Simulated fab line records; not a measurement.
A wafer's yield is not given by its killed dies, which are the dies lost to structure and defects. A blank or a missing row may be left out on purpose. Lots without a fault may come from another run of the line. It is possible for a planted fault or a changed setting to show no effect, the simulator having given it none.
A lot that was struck, set against a sound lot | flow sky130 | 34 steps out of a route of 708
Sound: these wafers, L415.1, L415.2, L415.6. The struck wafers were L405.2, L405.4, L405.6. The cause is given at the end.
Order at every step that has rows: each side's tool, ch and its chambers, its first start. Under that, the readings that differ: sound wafers | struck wafers | difference of the means | sigmas: that difference in standard deviations of wafers without a fault.
alike: a reading whose means differ by less than 2 such deviations, as well as words and numbers matching on both sides. not compared: withheld readings; readings where some wafer has no value; bounds like >300 that might hide an equal value; numbers whose values overlap and for which the record gives no deviation.
Wherever a step has rows on one side only, a row that says differs or no value, or a row with sigmas, the two part there. Non-overlapping numbers with no deviation appear without sigmas and do not part them. Lack of a reading on every wafer of one side parts them only where that side has two or more wafers.

first, 7 steps without rows for these wafers: SKY_SONOS_TUNNEL_DEVELOP_06 (develop time 60 s); SKY_SONOS_TUNNEL_IMPLANT_09; SKY_SONOS_TUNNEL_WET_ETCH_10 (etches SiO2 in dHF, target depth 14 nm, time 280 s); SKY_SONOS_TUNNEL_STRIP_11 (strips in SPM, time 600 s); SKY_SONOS_TUNNEL_CLEAN_13 (cleans in dHF, time 20 s); SKY_SONOS_ONO_OXIDATION_00 (stabilise 600 s, purge 300 s, target thk 2.6 nm); SKY_SONOS_ONO_CVD_02 (deposits Si3N4 from DCS/NH3, target thk 10.5 nm, time 180 s).
SKY_SONOS_ONO_CVD_04: deposits SiO2 from SiH4/N2O, target thk 5.7199 nm.
  sound on lpcvd-03 ch 1, day 19 14:11; struck on lpcvd-03 ch 1, day 15 04:55
  reading                                    | sound             | struck            | difference | sigmas
  spike tc bottom C (C)                      | 917.0 916.5 918.4 | 907.8 907.3 906.8 | -10.0      | -9
  spike tc centre C (C)                      | 900.1 898.0 899.8 | 893.5 894.2 893.8 | -5.5       | -5
  spike tc lower C (C)                       | 901.2 899.0 900.9 | 957.1 958.4 958.4 | +57.6      | +48
  zone power bottom pct (%)                  | 30.4 30.0 29.8    | 20.6 20.6 20.5    | -9.5       | -4
  zone power centre pct (%)                  | 19.7 20.1 19.8    | 8.6 8.7 8.7       | -11.2      | -13
  zone power lower pct (%)                   | 18.9 18.8 18.4    | 43.2 42.9 42.5    | +24.2      | +78
  model.SiO2_of_SONOS_ONO_CVD_04.thk nm (nm) | 5.729 5.861 5.706 | 7.273 6.565 6.164 | +0.902     |
SKY_SONOS_ONO_THK_MEAS_05:
  sound: film metro-03 at day 19 15:26; struck: film metro-02 at day 15 06:10
  reading                   | sound          | struck         | difference | sigmas
  SONOS_ONO_CVD_04_THK (nm) | 5.80 5.89 5.65 | 7.30 6.61 6.13 | +0.90      | +7
then, 23 steps without rows for these wafers: SKY_SONOS_ONO_DEHYDRATE_06 (time 60 s); SKY_SONOS_ONO_HMDS_07 (prime time 60 s); SKY_SONOS_ONO_COAT_08 (resist thk 1140 nm); SKY_SONOS_ONO_SOFTBAKE_09 (time 60 s); SKY_SONOS_ONO_EXPOSE_10 (exposes mask ONOM, target cd 410 nm); SKY_SONOS_ONO_PEB_11; SKY_SONOS_ONO_DEVELOP_12 (develop time 60 s); SKY_SONOS_ONO_ETCH_15 (etches the open film in CHF3/O2, target depth 19.52 nm, time 7.8 s); SKY_SONOS_ONO_WET_ETCH_16 (etches SiO2 in dHF, target depth 14 nm, time 280 s); SKY_SONOS_ONO_STRIP_17 (strips in O2/N2); SKY_SONOS_ONO_WET_ETCH_18 (etches Si3N4 in H3PO4, target depth 15 nm, time 172 s); SKY_GATE_OXIDE_CLEAN_00 (cleans in SC1/SC2, time 150 s); SKY_GATE_OXIDE_OXIDATION_01 (stabilise 600 s, purge 300 s, target thk 10.268 nm); SKY_GATE_OXIDE_DEHYDRATE_03 (time 60 s); SKY_GATE_OXIDE_HMDS_04 (prime time 60 s); SKY_GATE_OXIDE_COAT_05 (resist thk 1140 nm); SKY_GATE_OXIDE_SOFTBAKE_06 (time 58.04 s); SKY_GATE_OXIDE_EXPOSE_07 (exposes mask LVOM, target cd 600 nm); SKY_GATE_OXIDE_PEB_08; SKY_GATE_OXIDE_DEVELOP_09 (develop time 60 s); SKY_GATE_OXIDE_IMPLANT_11; SKY_GATE_OXIDE_WET_ETCH_12 (etches SiO2 in dHF, target depth 16.8 nm, time 336 s); SKY_GATE_OXIDE_STRIP_13 (strips in O2/N2).
-- the record jumps here: 2 days lie between the struck wafers' starts before and after --
SKY_GATE_OXIDE_CLEAN_15: cleans in SC1/SC2, time 150 s.
  sound on wet bench-01 ch 1, day 22 07:23; struck on wet bench-02 ch 2, day 17 16:46
  reading                                    | sound            | struck           | difference | sigmas
  model.SiO2_of_SONOS_ONO_CVD_04.thk nm (nm) | 4.22 4.347 4.197 | 5.74 5.031 4.635 | +0.88      |
-- record jumps: 31 days separate the struck wafers' starts on either side; left off in module GATE_OXIDE, taken up again in module PAD_OPEN, whose first shown step is the route's number 708 --
SKY_PAD_OPEN_PROBE_99:
  sound: prober-01 at day 51 02:58; struck: prober-02 at day 48 17:46
  reading                                     | sound                | struck               | difference | sigmas
  model.etest.sonos uncharged.r on ohm um     | 810 812.3 827.2      | 863.3 840.8 831.5    | +28.7      |
  model.etest.sonos programmed.off log10 a um | -14 -13.97 -14       | -9.533 -13.9 -13.96  | +1.526     |
  model.etest.cap ono.gate log10 a cm2        | -7.998 -8.295 -8.203 | -9.899 -8.949 -8.425 | -0.926     |
  model.etest.cap ono.gate bv v (V)           | 16.43 16.61 16.77    | 18.1 17.18 16.95     | +0.8       |
  model.etest.cap ono.tox acc nm (nm)         | 12.96 13.19 13.02    | 14.48 13.65 13.31    | +0.76      |
  model.etest.sonos programmed.vt v (V)       | 1.45 1.367 1.417     | 0.517 1.053 1.214    | -0.483     |
  model.etest.sonos erased.vt v (V)           | -2.229 -2.177 -2.204 | -1.44 -1.882 -2.125  | +0.39      |
  alike: killed_at_M0_to_M3, killed_at_M4_up, killed at contacts, killed at front end, killed at other, killed dies, killed open, killed short
  not compared: model.etest.sonos erased.drive ua um

## WHERE THEY PART
Last at SKY_SONOS_ONO_THK_MEAS_05 as far as this record goes, first at SKY_SONOS_ONO_CVD_04. Later steps at which nothing parts them and some readings are alike: SKY_PAD_OPEN_PROBE_99.

WHY: the cause the simulator had injected
lpcvd-03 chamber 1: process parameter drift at SKY_SONOS_ONO_CVD_04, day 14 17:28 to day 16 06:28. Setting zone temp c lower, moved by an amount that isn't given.
